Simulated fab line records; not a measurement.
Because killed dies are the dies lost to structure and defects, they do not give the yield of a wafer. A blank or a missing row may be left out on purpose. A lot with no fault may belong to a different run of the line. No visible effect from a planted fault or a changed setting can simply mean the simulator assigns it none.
fab line records | flow sky130
record: lots: 5 wafers: 15 last_day: 50
route steps=708 shown LDD_LDN@292 SPACER@304 POLY_CUT@307 SD_P@320 RES_XHIGH@332 SALICIDE@361 PAD_OPEN@708
lots that met no fault: from a run of the same line without faults
start_h: start of the lot's first displayed wafer, in hours after the record's first day | wait_h: hours elapsed since this lot's preceding step | " as in the row above | L1.1+2: one row covering several wafers at once | - no value, or no start given | * or withheld: withheld | < > ~ a bound
route shown NAME@n: a module of which the file shows steps, and the number in the route of the first | usual: mean and standard deviation over wafers with no fault | same: alike in all rows | chamber/n: place in a boat | sites: each site's reading | _std_site: how widely they spread, as a standard deviation | _edge_site: mean of outer sites minus mean of inner sites | radius_mm: how far each site lies from the wafer's centre | mask NAME#n: copy n | behind: the tool/chamber that last shaped the wafer | hold: why the lot was held/for how many hours/how that ended | device: transistor that didn't switch, given as n, p or np | end of line: tests run on the same wafers once the route is complete | where a step has no rows: the recipe by itself | killed: dies that structure and defects cost at the first sort, which is not the same as the wafer's yield | map: the dies of a wafer, with x for killed, . for not killed, _ for no die there
set.NAME: the run value of the setting; set.NAME@STEP: its run value at that earlier step | model.NAME: the simulator's own value behind a step, which no gauge read
a table for each step, a row for each wafer; lots at some steps of the route
services: a tool's chamber out of use, with start hour (start_h, from the record's first day; less than 0 if before it), hours out, and reason
== steps ==
step: SKY_LDD_LDN_SOFTBAKE_03
recipe: temp_c: 90 time_s: 60 resist: NOVOLAK
step: SKY_LDD_LDN_EXPOSE_04
recipe: mask_id: LDNTM na: 0.6 source_shape: conventional sigma_outer: 0.6 polarization: unpolarized target_cd_nm: 700 dose_mj: 140
step: SKY_LDD_LDN_PEB_05
recipe: temp_c: withheld time_s: * resist: NOVOLAK
step: SKY_LDD_LDN_DEVELOP_06
recipe: resist: NOVOLAK developer: TMAH develop_time_s: 60 dev_temp_c: 23
step: SKY_LDD_LDN_OVL_MEAS_07
usual: LDD_LDN_OVL: 0.3/1.7
columns lot.wafer tool chamber start_h wait_h LDD_LDN_OVL[nm]
L471.2 overlay-02 - 521.69 0.1 -0.1
L471.3 " - " " 0.7
L471.5 " - " " 3.0
L479.1 overlay-01 - 596.95 0.1 0.6
L479.4 " - " " 2.3
L479.5 " - " " 1.5
L489.1 overlay-01 - 684.04 0.1 1.4
L489.3 " - " " 1.7
L489.5 " - " " -1.0
L490.2 overlay-02 - 696.71 0.1 -3.0
L490.3 " - " " -4.3
L490.4 " - " " -1.8
L493.2 overlay-01 - 711.79 0.1 0.0
L493.5 " - " " -1.5
L493.6 " - " " -2.6
step: SKY_LDD_LDN_IMPLANT_08
recipe: species: As energy_kev: 15 dose_cm2: 1.25e+13 tilt_deg: withheld rotation_deg: 23
step: SKY_LDD_LDN_IMPLANT_09
recipe: species: As energy_kev: 15 dose_cm2: 1.25e+13 tilt_deg: withheld rotation_deg: 113
step: SKY_LDD_LDN_IMPLANT_10
recipe: species: As energy_kev: 15 dose_cm2: 1.25e+13 tilt_deg: withheld rotation_deg: 203
step: SKY_LDD_LDN_IMPLANT_11
recipe: species: As energy_kev: 15 dose_cm2: 1.25e+13 tilt_deg: withheld rotation_deg: 293
step: SKY_LDD_LDN_STRIP_12
recipe: chemistry: O2/N2 power_w: 1400 pressure_mtorr: 1500 platen_temp_c: withheld o2_flow_sccm: 3000 n2_flow_sccm: 300 overash_fraction: 0.5
usual: drypump_motor_current_A: 5.7/0.38 oes_product_au: 0.715/0.0047 strip_time_to_endpoint_s: 14.19/0.049
columns lot.wafer tool chamber start_h wait_h drypump_motor_current_A oes_product_au rf_hours_counter_h strip_time_to_endpoint_s
L471.2 plasma_asher-04 0 522.32 0.1 5.7 0.719 41 14.14
L471.3 " 1 " " 5.9 0.714 - 14.20
L471.5 " 0 " " 5.7 0.714 - 14.19
L479.1 plasma_asher-04 0 597.59 0.1 5.7 0.716 48 14.17
L479.4 " 0 " " 5.7 0.720 - 14.19
L479.5 " 0 " " 5.7 0.714 - 14.20
L489.1 plasma_asher-01 1 684.67 0.1 5.7 0.719 88 14.22
L489.3 " 1 " " 5.7 0.720 - 14.23
L489.5 " 0 " " 5.1 0.719 - 14.25
L490.2 plasma_asher-01 1 697.34 0.1 5.7 0.709 89 14.20
L490.3 " 0 " " 5.1 0.716 - 14.18
L490.4 " 1 " " 5.7 0.707 - 14.18
L493.2 plasma_asher-01 0 712.42 0.1 5.1 0.726 90 14.17
L493.5 " 0 " " 5.1 0.708 - 14.19
L493.6 " 1 " " 5.7 0.712 - 14.14
step: SKY_LDD_LDN_TW_MEAS_13
usual: LDD_LDN_TW: 1471/8.9
columns lot.wafer tool chamber start_h wait_h LDD_LDN_TW
L471.2 film_metro-03 - 522.43 0.1 1471
L471.3 " - " " 1481
L471.5 " - " " 1486
L479.1 film_metro-04 - 597.69 0.1 1457
L479.4 " - " " 1460
L479.5 " - " " 1464
L489.1 film_metro-04 - 684.77 0.1 1471
L489.3 " - " " 1471
L489.5 " - " " 1463
L490.2 film_metro-01 - 697.45 0.1 1466
L490.3 " - " " 1464
L490.4 " - " " 1465
L493.2 film_metro-01 - 712.53 0.1 1464
L493.5 " - " " 1465
L493.6 " - " " 1469
step: SKY_LDD_LDN_CLEAN_14
recipe: chemistry: SC1/SC2 mix: 1:4:20 temp_c: 70 time_s: 150 dry: n2_spin
step: SKY_SPACER_CVD_00
recipe: material: Si3N4 precursor: DCS/NH3 target_thk_nm: 43.1 temp_c: 770 time_s: 740 pressure_mtorr: 250
usual: zone_power_centre_pct: 14.7/1.4 zone_power_top_pct: 26.2/0.52
columns lot.wafer tool chamber start_h wait_h zone_power_centre_pct zone_power_top_pct model.Si3N4_of_SPACER_CVD_00.thk_nm
L471.2 lpcvd-02 0 522.53 0.0 15.9 26.5 42.5
L471.3 " 0 " " 16.0 27.1 42.94
L471.5 " 0 " " 16.2 26.5 42.69
L479.1 lpcvd-02 0 598.13 0.3 16.3 26.6 25.45
L479.4 " 0 " " 15.9 26.3 25.84
L479.5 " 0 " " 15.9 26.6 25.68
L489.1 lpcvd-02 1 684.88 0.0 13.0 25.3 42.13
L489.3 " 1 " " 13.1 26.0 42.24
L489.5 " 1 " " 13.2 25.7 42.16
L490.2 lpcvd-02 1 697.55 0.0 13.1 25.5 43.32
L490.3 " 1 " " 13.2 25.4 42.92
L490.4 " 1 " " 13.2 25.5 42.91
L493.2 lpcvd-02 0 712.63 0.0 16.1 26.5 42.78
L493.5 " 0 " " 16.0 26.8 43.16
L493.6 " 0 " " 16.0 26.6 42.86
step: SKY_SPACER_THK_MEAS_01
recipe: reads: Si3N4_of_SPACER_CVD_00
usual: SPACER_CVD_00_THK: 42.7/0.34
columns lot.wafer tool chamber start_h wait_h SPACER_CVD_00_THK[nm]
L471.2 film_metro-02 - 523.75 0.0 42.4
L471.3 " - " " 43.0
L471.5 " - " " 42.7
L479.1 film_metro-01 - 599.33 0.0 25.5
L479.4 " - " " 25.8
L479.5 " - " " 25.7
L489.1 film_metro-02 - 686.09 0.0 42.2
L489.3 " - " " 42.3
L489.5 " - " " 42.1
L490.2 film_metro-02 - 698.77 0.0 43.3
L490.3 " - " " 42.9
L490.4 " - " " 42.9
L493.2 film_metro-04 - 713.85 0.0 42.8
L493.5 " - " " 43.2
L493.6 " - " " 42.9
step: SKY_SPACER_ETCHBACK_02
recipe: chemistry: CH3F/O2 target: Si3N4 stop_on: SiO2 source_w: 400 bias_w: 80 pressure_mtorr: 25 ch3f_flow_sccm: 40 O2_flow_sccm: 30 time_s: 46.7 target_depth_a: 450
usual: drypump_motor_current_A: 5.5/0.36 oes_product_au: 0.851/0.0058 throttle_valve_pct: 10.562/0.01
columns lot.wafer tool chamber start_h wait_h drypump_motor_current_A oes_product_au rf_hours_counter_h throttle_valve_pct model.etch.depth_nm
L471.2 rie_diel-01 2 523.80 0.0 5.6 0.839 65 10.564 42.5
L471.3 " 3 " " 5.5 0.860 74 10.566 42.94
L471.5 " 1 " " 5.7 0.842 - 10.570 42.69
L479.1 rie_diel-01 0 599.39 0.1 6.0 0.661 23 10.535 25.45
L479.4 " 3 " " 5.4 0.663 - 10.528 25.84
L479.5 " 2 " " 5.7 0.659 - 10.545 25.68
L489.1 rie_diel-04 2 686.15 0.1 5.1 0.838 7 10.553 42.13
L489.3 " 0 " " 5.9 0.846 3 10.569 42.24
L489.5 " 3 " " 5.3 0.844 - 10.569 42.16
L490.2 rie_diel-04 0 698.82 0.0 5.9 0.854 3 10.556 43.32
L490.3 " 2 " " 5.0 0.857 7 10.555 42.92
L490.4 " 1 " " 6.2 0.858 7 10.563 42.91
L493.2 rie_diel-02 0 713.90 0.0 5.2 0.855 0 10.554 42.78
L493.5 " 1 " " 5.1 0.852 - 10.570 43.16
L493.6 " 0 " " 5.2 0.855 - 10.585 42.86
step: SKY_POLY_CUT_DEHYDRATE_00
recipe: temp_c: 200 time_s: 60
step: SKY_POLY_CUT_HMDS_01
recipe: prime_time_s: 60 prime_temp_c: 120
step: SKY_POLY_CUT_COAT_02
recipe: resist: BARC temp_c: withheld time_s: withheld spin_rpm: 3000 resist_thk_nm: 60
step: SKY_POLY_CUT_COAT_03
recipe: resist: KrF-thick spin_rpm: 3000 resist_thk_nm: 450
step: SKY_POLY_CUT_SOFTBAKE_04
recipe: temp_c: 100 time_s: 90 resist: KrF-thick
step: SKY_POLY_CUT_EXPOSE_05
recipe: mask_id: NPCM na: 0.8 source_shape: annular sigma_inner: 0.55 sigma_outer: 0.85 target_cd_nm: 270 dose_mj: 32
step: SKY_POLY_CUT_PEB_06
recipe: peb_temp_c: withheld peb_time_s: withheld resist: KrF-thick
step: SKY_POLY_CUT_DEVELOP_07
recipe: develop_time_s: 60 resist: KrF-thick dev_temp_c: 21
step: SKY_POLY_CUT_CD_MEAS_08
recipe: target_cd_nm: 270
usual: cd_nm: 270.2/1.3
columns lot.wafer tool chamber start_h wait_h cd_nm
L471.2 cd_sem-01 - 553.61 - 271.3
L471.3 " - " " 271.3
L471.5 " - " " 271.4
L479.1 cd_sem-01 - 628.99 - 270.4
L479.4 " - " " 270.2
L479.5 " - " " 269.4
L489.1 cd_sem-02 - 713.92 - 268.0
L489.3 " - " " 268.0
L489.5 " - " " 269.1
L490.2 cd_sem-01 - 726.76 - 270.2
L490.3 " - " " 268.2
L490.4 " - " " 270.2
L493.2 cd_sem-02 - 741.49 - 270.8
L493.5 " - " " 271.3
L493.6 " - " " 270.7
step: SKY_POLY_CUT_OVL_MEAS_09
usual: POLY_CUT_OVL: 2/4.7
columns lot.wafer tool chamber start_h wait_h POLY_CUT_OVL[nm]
L471.2 overlay-02 - 553.71 0.1 1
L471.3 " - " " 5
L471.5 " - " " 3
L479.1 overlay-01 - 629.11 0.1 7
L479.4 " - " " 11
L479.5 " - " " 6
L489.1 overlay-02 - 714.04 0.1 2
L489.3 " - " " 2
L489.5 " - " " 7
L490.2 overlay-01 - 726.86 0.1 5
L490.3 " - " " 8
L490.4 " - " " 6
L493.2 overlay-02 - 741.60 0.1 -3
L493.5 " - " " 5
L493.6 " - " " -5
step: SKY_POLY_CUT_ETCH_10
recipe: chemistry: N2/H2 target: BARC ion_energy_ev: 200 source_w: 500 bias_w: 100 pressure_mtorr: 30 n2_flow_sccm: 100 h2_flow_sccm: 200 stop_on: SiO2 time_s: 45.9 target_depth_a: 600
usual: drypump_motor_current_A: 5.55/0.28 oes_product_au: 0.855/0.0047 throttle_valve_pct: 13.225/0.0089
columns lot.wafer tool chamber start_h wait_h drypump_motor_current_A oes_product_au rf_hours_counter_h throttle_valve_pct
L471.2 rie_diel-02 2 553.74 0.0 6.02 0.855 2 13.223
L471.3 " 1 " " 5.06 0.853 14 13.234
L471.5 " 3 " " 5.50 0.860 - 13.215
L479.1 rie_diel-03 1 629.14 0.0 5.37 0.854 10 13.222
L479.4 " 2 " " 5.52 0.850 5 13.217
L479.5 " 2 " " 5.52 0.844 - 13.235
L489.1 rie_diel-03 3 714.08 0.0 5.57 0.854 19 13.229
L489.3 " 0 " " 5.75 0.848 9 13.246
L489.5 " 1 " " 5.37 0.862 - 13.225
L490.2 rie_diel-03 3 726.89 0.0 5.54 0.858 20 13.227
L490.3 " 0 " " 5.76 0.856 9 13.224
L490.4 " 2 " " 5.52 0.869 7 13.237
L493.2 rie_diel-03 1 741.63 0.0 5.39 0.851 12 13.233
L493.5 " 1 " " 5.38 0.861 - 13.219
L493.6 " 2 " " 5.51 0.857 - 13.219
step: SKY_POLY_CUT_ETCH_11
recipe: target: Si3N4 chemistry: CF4/CH2F2/Ar stop_on: poly-Si source_w: 600 bias_w: 150 pressure_mtorr: 40 cf4_flow_sccm: 40 ch2f2_flow_sccm: 20 Ar_flow_sccm: 150 time_s: 42.5 target_depth_a: 600
usual: drypump_motor_current_A: 5.54/0.28 oes_product_au: 0.830/0.0066 throttle_valve_pct: 14.994/0.0093
columns lot.wafer tool chamber start_h wait_h drypump_motor_current_A oes_product_au rf_hours_counter_h throttle_valve_pct
L471.2 rie_diel-02 2 553.79 0.0 6.06 0.828 2 15.004
L471.3 " 1 " " 5.09 0.826 14 14.987
L471.5 " 3 " " 5.49 0.831 - 14.987
L479.1 rie_diel-03 1 629.19 0.0 5.36 0.827 10 14.985
L479.4 " 2 " " 5.55 0.831 5 14.984
L479.5 " 2 " " 5.51 0.824 - 15.006
L489.1 rie_diel-03 3 714.12 0.0 5.55 0.829 19 15.001
L489.3 " 0 " " 5.74 0.841 9 14.998
L489.5 " 1 " " 5.38 0.829 - 14.994
L490.2 rie_diel-03 3 726.94 0.0 5.58 0.832 20 14.979
L490.3 " 0 " " 5.74 0.826 9 14.998
L490.4 " 2 " " 5.55 0.839 7 14.988
L493.2 rie_diel-03 1 741.67 0.0 5.36 0.830 12 14.996
L493.5 " 1 " " 5.36 0.837 - 14.995
L493.6 " 2 " " 5.54 0.830 - 14.991
step: SKY_POLY_CUT_STRIP_12
recipe: chemistry: O2/N2 power_w: 1400 pressure_mtorr: 1500 platen_temp_c: withheld o2_flow_sccm: 3000 n2_flow_sccm: 300 overash_fraction: 0.5
usual: drypump_motor_current_A: 5.9/0.35 oes_product_au: 0.453/0.0049 strip_time_to_endpoint_s: 5.351/0.015
columns lot.wafer tool chamber start_h wait_h drypump_motor_current_A oes_product_au rf_hours_counter_h strip_time_to_endpoint_s
L471.2 plasma_asher-04 1 553.83 0.0 5.9 0.461 44 5.363
L471.3 " 0 " " 5.7 0.446 - 5.375
L471.5 " 1 " " 5.9 0.453 - 5.368
L479.1 plasma_asher-02 1 629.23 0.0 6.1 0.456 20 5.361
L479.4 " 1 " " 6.1 0.455 - 5.355
L479.5 " 1 " " 6.1 0.458 - 5.329
L489.1 plasma_asher-04 1 714.16 0.0 5.9 0.461 59 5.352
L489.3 " 0 " " 5.7 0.448 - 5.365
L489.5 " 1 " " 5.9 0.447 - 5.367
L490.2 plasma_asher-03 1 726.98 0.0 5.8 0.450 101 5.379
L490.3 " 0 " " 6.5 0.447 - 5.367
L490.4 " 1 " " 5.8 0.456 - 5.330
L493.2 plasma_asher-02 0 741.71 0.0 5.3 0.441 31 5.338
L493.5 " 0 " " 5.3 0.446 - 5.342
L493.6 " 1 " " 6.1 0.460 - 5.338
step: SKY_SD_P_DEHYDRATE_00
recipe: temp_c: 200 time_s: 60
step: SKY_SD_P_HMDS_01
recipe: prime_time_s: 60 prime_temp_c: 120
step: SKY_SD_P_COAT_02
recipe: resist: NOVOLAK spin_rpm: 3000 resist_thk_nm: 1140
step: SKY_SD_P_SOFTBAKE_03
recipe: temp_c: 90 time_s: 60 resist: NOVOLAK
step: SKY_SD_P_EXPOSE_04
recipe: mask_id: PSDM na: 0.6 source_shape: conventional sigma_outer: 0.6 polarization: unpolarized target_cd_nm: 380 dose_mj: 138
step: SKY_SD_P_PEB_05
recipe: temp_c: withheld time_s: * resist: NOVOLAK
step: SKY_SD_P_DEVELOP_06
recipe: resist: NOVOLAK developer: TMAH develop_time_s: 60 dev_temp_c: 23
step: SKY_SD_P_CD_MEAS_07
recipe: target_cd_nm: 380
usual: cd_nm: 379.6/2.8
columns lot.wafer tool chamber start_h wait_h cd_nm
L471.2 cd_sem-02 - 583.27 0.1 377.8
L471.3 " - " " 377.0
L471.5 " - " " 378.2
L479.1 cd_sem-02 - 658.15 0.1 378.2
L479.4 " - " " 378.1
L479.5 " - " " 378.2
L489.1 cd_sem-01 - 741.93 0.1 383.1
L489.3 " - " " 383.0
L489.5 " - " " 382.7
L490.2 cd_sem-01 - 754.02 0.1 377.2
L490.3 " - " " 378.9
L490.4 " - " " 379.1
L493.2 cd_sem-02 - 768.81 0.1 380.5
L493.5 " - " " 382.0
L493.6 " - " " 381.5
step: SKY_SD_P_OVL_MEAS_08
usual: SD_P_OVL: 0.2/1.5
columns lot.wafer tool chamber start_h wait_h SD_P_OVL[nm]
L471.2 overlay-02 - 583.38 0.1 0.2
L471.3 " - " " -0.2
L471.5 " - " " 0.2
L479.1 overlay-02 - 658.27 0.1 0.5
L479.4 " - " " -2.2
L479.5 " - " " 0.1
L489.1 overlay-02 - 742.05 0.1 -0.4
L489.3 " - " " 1.3
L489.5 " - " " 1.0
L490.2 overlay-02 - 754.13 0.1 1.4
L490.3 " - " " 1.8
L490.4 " - " " 0.5
L493.2 overlay-01 - 768.91 0.1 -2.1
L493.5 " - " " -1.4
L493.6 " - " " 0.0
step: SKY_SD_P_IMPLANT_09
recipe: species: BF2 energy_kev: 20 dose_cm2: 3e+15 tilt_deg: 0
step: SKY_SD_P_STRIP_10
recipe: chemistry: O2/N2 power_w: 1400 pressure_mtorr: 1500 platen_temp_c: withheld o2_flow_sccm: 3000 n2_flow_sccm: 300 overash_fraction: 0.5
usual: drypump_motor_current_A: 5.8/0.47 oes_product_au: 0.617/0.0048 strip_time_to_endpoint_s: 17.49/0.04
columns lot.wafer tool chamber start_h wait_h drypump_motor_current_A oes_product_au rf_hours_counter_h strip_time_to_endpoint_s
L471.2 plasma_asher-02 0 583.56 0.1 5.3 0.609 15 17.50
L471.3 " 1 " " 6.1 0.614 - 17.57
L471.5 " 1 " " 6.1 0.618 - 17.51
L479.1 plasma_asher-03 1 658.46 0.1 5.8 0.617 94 17.49
L479.4 " 0 " " 6.5 0.610 - 17.52
L479.5 " 1 " " 5.8 0.622 - 17.52
L489.1 plasma_asher-02 0 742.23 0.1 5.3 0.621 31 17.45
L489.3 " 1 " " 6.1 0.618 - 17.49
L489.5 " 0 " " 5.3 0.616 - 17.51
L490.2 plasma_asher-03 1 754.31 0.1 5.8 0.610 1 17.52
L490.3 " 0 " " 6.5 0.614 - 17.49
L490.4 " 1 " " 5.8 0.616 - 17.55
L493.2 plasma_asher-01 1 769.09 0.1 5.8 0.614 96 17.53
L493.5 " 1 " " 5.7 0.609 - 17.50
L493.6 " 0 " " 5.1 0.620 - 17.49
step: SKY_SD_P_TW_MEAS_11
usual: SD_P_TW: 2807/23
columns lot.wafer tool chamber start_h wait_h SD_P_TW
L471.2 film_metro-03 - 583.67 0.1 2819
L471.3 " - " " 2830
L471.5 " - " " 2815
L479.1 film_metro-02 - 658.56 0.1 2787
L479.4 " - " " 2800
L479.5 " - " " 2812
L489.1 film_metro-03 - 742.33 0.1 2845
L489.3 " - " " 2831
L489.5 " - " " 2859
L490.2 film_metro-03 - 754.42 0.1 2833
L490.3 " - " " 2837
L490.4 " - " " 2848
L493.2 film_metro-04 - 769.20 0.1 2824
L493.5 " - " " 2807
L493.6 " - " " 2817
step: SKY_RES_XHIGH_DEHYDRATE_00
recipe: temp_c: 200 time_s: 60
step: SKY_RES_XHIGH_HMDS_01
recipe: prime_time_s: 60 prime_temp_c: 120
step: SKY_SALICIDE_CLEAN_00
recipe: chemistry: HF-last time_s: 30 dilution: 100:1 dry: ipa_marangoni
columns lot.wafer tool chamber start_h wait_h model.Si3N4_of_SPACER_CVD_00.thk_nm
L471.2 wet_bench-03 1 643.55 0.1 41.51
L471.3 " 1 " " 41.95
L471.5 " 1 " " 41.7
L479.1 wet_bench-03 2 715.94 0.1 24.49
L479.4 " 2 " " 24.88
L479.5 " 2 " " 24.72
L489.1 wet_bench-02 0 797.47 0.1 41.15
L489.3 " 0 " " 41.26
L489.5 " 0 " " 41.17
L490.2 wet_bench-03 0 808.15 0.1 42.34
L490.3 " 0 " " 41.94
L490.4 " 0 " " 41.93
L493.2 wet_bench-04 0 822.09 0.1 41.81
L493.5 " 0 " " 42.19
L493.6 " 0 " " 41.89
step: SKY_PAD_OPEN_PROBE_99
usual: killed_at_M0_to_M3: 42/6.4 killed_at_M4_up: 3.0/2 killed_at_contacts: 24/5.2 killed_at_front_end: 14/4.2 killed_at_other: 0.4/0.72 killed_dies: 84/9 killed_open: 46/6.6 killed_short: 38/6
same: gross_dies: 492 killed_at_back_side: 0
columns lot.wafer tool chamber start_h wait_h killed_at_M0_to_M3 killed_at_M4_up killed_at_contacts killed_at_front_end killed_at_other killed_dies killed_open killed_short model.etest.pfet_01v8.r_on_ohm_um model.etest.pfet_g5v0d10v5.r_on_ohm_um model.etest.sonos_uncharged.r_on_ohm_um model.etest.nfet_g5v0d10v5.r_on_ohm_um model.etest.res_pdiff.line_ohm_um model.etest.nfet_01v8_lvt.drive_ua_um model.etest.pfet_01v8.drive_ua_um model.etest.sram_nfet_pass.drive_ua_um
L471.2 prober-01 - 1072.33 0.1 37 5 18 14 0 74 37 36 2897 4738 821.8 1842 1412 566.5 190.9 474
L471.3 prober-01 - 1072.38 0.2 50 4 27 10 0 91 46 45 2964 4779 826 1875 1374 556.6 187.9 478.6
L471.5 prober-01 - 1072.48 0.2 40 4 27 16 0 87 47 40 2907 4761 826.3 1878 1378 560.9 191.7 492.8
L479.1 prober-01 - 1125.38 0.1 27 5 23 16 1 72 38 33 2288 4613 705.5 1778 1279 620.3 256.2 547.9
L479.4 prober-01 - 1125.53 0.2 50 0 13 18 0 81 43 38 2336 4653 704.1 1782 1281 620.1 252.6 533
L479.5 prober-01 - 1125.58 0.2 39 1 27 15 0 82 45 37 2306 4544 701.1 1762 1267 626.7 254.9 545.9
L489.1 prober-01 - 1181.00 0.1 39 4 25 25 0 93 41 51 2839 4709 812.1 1871 1332 558.4 197.3 484.4
L489.3 prober-01 - 1181.10 0.2 49 5 23 16 0 93 52 41 2927 4720 800.7 1887 1294 562.6 189.6 495.4
L489.5 prober-01 - 1181.20 0.2 41 2 22 12 0 77 58 18 2885 4682 806.2 1879 1338 553.4 194.2 483.5
L490.2 prober-01 - 1187.76 0.1 33 2 30 18 0 83 41 42 3039 4806 813.2 1927 1336 567.7 182.3 484.1
L490.3 prober-01 - 1187.81 0.2 50 1 29 13 0 93 55 38 3019 4872 831.6 1924 1362 564.2 185 480.6
L490.4 prober-01 - 1187.86 0.2 34 2 29 19 0 84 38 46 3059 4884 815.5 1929 1377 568.2 180.6 483.1
L493.2 prober-02 - 1197.37 0.1 41 9 16 15 0 81 41 40 2868 4827 810.5 1890 1354 556.7 192.8 466.4
L493.5 prober-02 - 1197.52 0.2 53 3 28 17 2 103 48 55 2929 4847 797.9 1945 1324 544.7 189.2 475.3
L493.6 prober-02 - 1197.57 0.2 51 4 24 17 1 97 54 43 2875 4806 806.5 1890 1351 559.1 192.5 466.8
killed by level:class
L471.2 VIA3:geometric_particle:open=8 FIELD_ISO:geometric_particle:open=6 LOCAL_INTERCONNECT:geometric_particle:short=5 CONTACT:geometric_particle:open=5 VIA1:geometric_particle:short=5 VIA1:geometric_particle:open=5 LI_CONTACT:geometric_particle:open=4 METAL1:geometric_particle:short=4
L471.3 CONTACT:geometric_particle:open=14 METAL2:geometric_particle:short=7 VIA1:geometric_particle:short=7 VIA2:geometric_particle:open=7 VIA3:geometric_particle:open=7 CONTACT:geometric_particle:short=6 METAL1:geometric_particle:short=5 LI_CONTACT:geometric_particle:open=4
L471.5 VIA1:geometric_particle:open=10 CONTACT:geometric_particle:open=9 LI_CONTACT:geometric_particle:open=7 CONTACT:geometric_particle:short=7 METAL1:geometric_particle:short=5 METAL2:geometric_particle:short=5 FIELD_ISO:geometric_particle:open=4 VIA2:geometric_particle:short=4
L479.1 FIELD_ISO:geometric_particle:short=8 CONTACT:geometric_particle:open=8 LI_CONTACT:geometric_particle:open=6 CONTACT:geometric_particle:short=6 METAL2:geometric_particle:short=6 VIA1:geometric_particle:open=5 VIA3:geometric_particle:open=5 METAL1:geometric_particle:open=4
L479.4 VIA2:geometric_particle:open=9 METAL1:geometric_particle:short=6 VIA1:geometric_particle:open=6 METAL2:geometric_particle:short=5 VIA3:geometric_particle:short=5 FIELD_ISO:geometric_particle:short=4 FIELD_ISO:geometric_particle:open=4 POLY_GATE:geometric_particle:open=4
L479.5 CONTACT:geometric_particle:open=9 LI_CONTACT:geometric_particle:open=8 VIA2:geometric_particle:open=7 CONTACT:geometric_particle:short=6 VIA3:geometric_particle:open=6 FIELD_ISO:geometric_particle:short=5 METAL1:geometric_particle:open=4 POLY_GATE:geometric_particle:short=4
L489.1 CONTACT:geometric_particle:open=12 VIA1:geometric_particle:open=8 VIA3:geometric_particle:short=7 FIELD_ISO:geometric_particle:short=6 CONTACT:geometric_particle:short=5 VIA2:geometric_particle:short=5 VIA3:geometric_particle:open=5 POLY_GATE:geometric_particle:short=4
L489.3 VIA1:geometric_particle:open=11 LI_CONTACT:geometric_particle:open=8 CONTACT:geometric_particle:open=7 VIA2:geometric_particle:open=7 VIA3:geometric_particle:open=6 METAL2:geometric_particle:short=5 POLY_GATE:geometric_particle:short=4 METAL1:geometric_particle:short=4
L489.5 VIA1:geometric_particle:open=17 LI_CONTACT:geometric_particle:open=7 CONTACT:geometric_particle:open=7 VIA2:geometric_particle:open=6 VIA3:geometric_particle:open=5 POLY_GATE:geometric_particle:open=4 FIELD_ISO:geometric_particle:open=3 LOCAL_INTERCONNECT:geometric_particle:open=3
L490.2 CONTACT:geometric_particle:open=13 FIELD_ISO:geometric_particle:short=7 LOCAL_INTERCONNECT:geometric_particle:short=7 FIELD_ISO:geometric_particle:open=6 VIA1:geometric_particle:open=6 VIA3:geometric_particle:open=6 CONTACT:geometric_particle:short=5 POLY_GATE:geometric_particle:short=4
L490.3 VIA1:geometric_particle:open=14 CONTACT:geometric_particle:open=12 VIA3:geometric_particle:open=8 METAL1:geometric_particle:short=6 VIA2:geometric_particle:open=6 CONTACT:geometric_particle:short=5 FIELD_ISO:geometric_particle:short=4 FIELD_ISO:geometric_particle:open=4
L490.4 CONTACT:geometric_particle:open=9 LOCAL_INTERCONNECT:geometric_particle:short=7 VIA1:geometric_particle:open=6 LI_CONTACT:geometric_particle:open=6 CONTACT:geometric_particle:short=5 METAL1:geometric_particle:short=5 METAL2:geometric_particle:short=5 POLY_GATE:geometric_particle:short=4
L493.2 VIA1:geometric_particle:open=8 VIA2:geometric_particle:open=6 CONTACT:geometric_particle:open=6 VIA3:geometric_particle:open=6 METAL4:geometric_particle:short=6 FIELD_ISO:geometric_particle:short=5 METAL1:geometric_particle:short=5 VIA1:geometric_particle:short=5
L493.5 METAL1:geometric_particle:short=11 VIA2:geometric_particle:open=9 VIA1:geometric_particle:open=8 LI_CONTACT:geometric_particle:open=8 CONTACT:geometric_particle:short=7 LI_CONTACT:geometric_particle:short=6 CONTACT:geometric_particle:open=6 VIA3:geometric_particle:open=6
L493.6 VIA1:geometric_particle:open=11 CONTACT:geometric_particle:open=10 VIA2:geometric_particle:open=8 FIELD_ISO:geometric_particle:short=7 VIA3:geometric_particle:open=7 VIA1:geometric_particle:short=5 LOCAL_INTERCONNECT:geometric_particle:short=4 VIA3:geometric_particle:short=4
== services ==
columns tool chamber start_h hours kind
plasma_asher-03 - 501.43 2.8 pm
rie_diel-04 2 512.13 12.0 repair
rie_diel-04 - 512.59 2.8 pm
rie_diel-03 3 555.44 7.3 repair
rie_diel-04 - 560.86 0.9 repair
plasma_asher-04 - 595.33 1.9 repair
rie_diel-01 1 597.98 13.6 repair
plasma_asher-04 - 616.86 3.0 repair
rie_diel-03 3 619.45 1.2 repair
rie_diel-02 - 638.78 5.4 repair
lpcvd-02 - 648.54 6.0 pm
rie_diel-03 - 658.77 2.8 pm
plasma_asher-01 - 659.03 2.8 pm
rie_diel-02 - 678.79 2.8 pm
rie_diel-02 1 704.63 3.4 repair
rie_diel-02 0 724.29 1.7 repair
plasma_asher-03 - 733.75 9.0 pm
plasma_asher-02 - 745.85 2.8 pm
rie_diel-03 3 753.62 11.4 repair
plasma_asher-04 - 764.56 15.6 pm
rie_diel-03 2 780.34 10.8 repair
rie_diel-02 2 781.62 3.8 repair
rie_diel-02 2 806.24 23.3 repair
plasma_asher-03 - 810.13 3.1 repair
== key ==
first_sign: step: SKY_SPACER_THK_MEAS_01 reading: SPACER_CVD_00_THK direction: down sigmas: 50 usual: 42.7 struck: 25.7
effect: step: SKY_SPACER_ETCHBACK_02 reading: oes_product_au direction: down sigmas: 33 usual: 0.851 struck: 0.661
model_effect: step: SKY_SPACER_CVD_00 value: Si3N4_of_SPACER_CVD_00.thk_nm without: 42.26 struck: 25.66
model_effect: step: SKY_SPACER_ETCHBACK_02 value: etch.depth_nm without: 42.26 struck: 25.66
model_effect: step: SKY_SALICIDE_CLEAN_00 value: Si3N4_of_SPACER_CVD_00.thk_nm without: 41.29 struck: 24.7
model_effect: step: SKY_PAD_OPEN_PROBE_99 value: etest.pfet_01v8.r_on_ohm_um without: 2840 struck: 2310
met_at SKY_SPACER_CVD_00
struck_wafers L479.1,L479.4,L479.5
tester_left_out L479
onset_between 522.53 598.13
also_fits SKY_LDD_LDN_STRIP_12:plasma_asher-04
fault: kind: process_parameter_drift tool: lpcvd-02 chamber: 0 onset_h: 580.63 steps: SKY_SPACER_CVD_00 channel: target_thk_nm offset: -16.598 shape: step end_h: 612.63 acts_in: these_recipes_only stated: 43.1
tester_left_out: of these lots the tester's yield and bins aren't shown, on N5 and GAA mostly nor the transistor test; their killed dies are dies lost to structure and defects alone, not to doping, threshold or leakage, so they don't give the yield
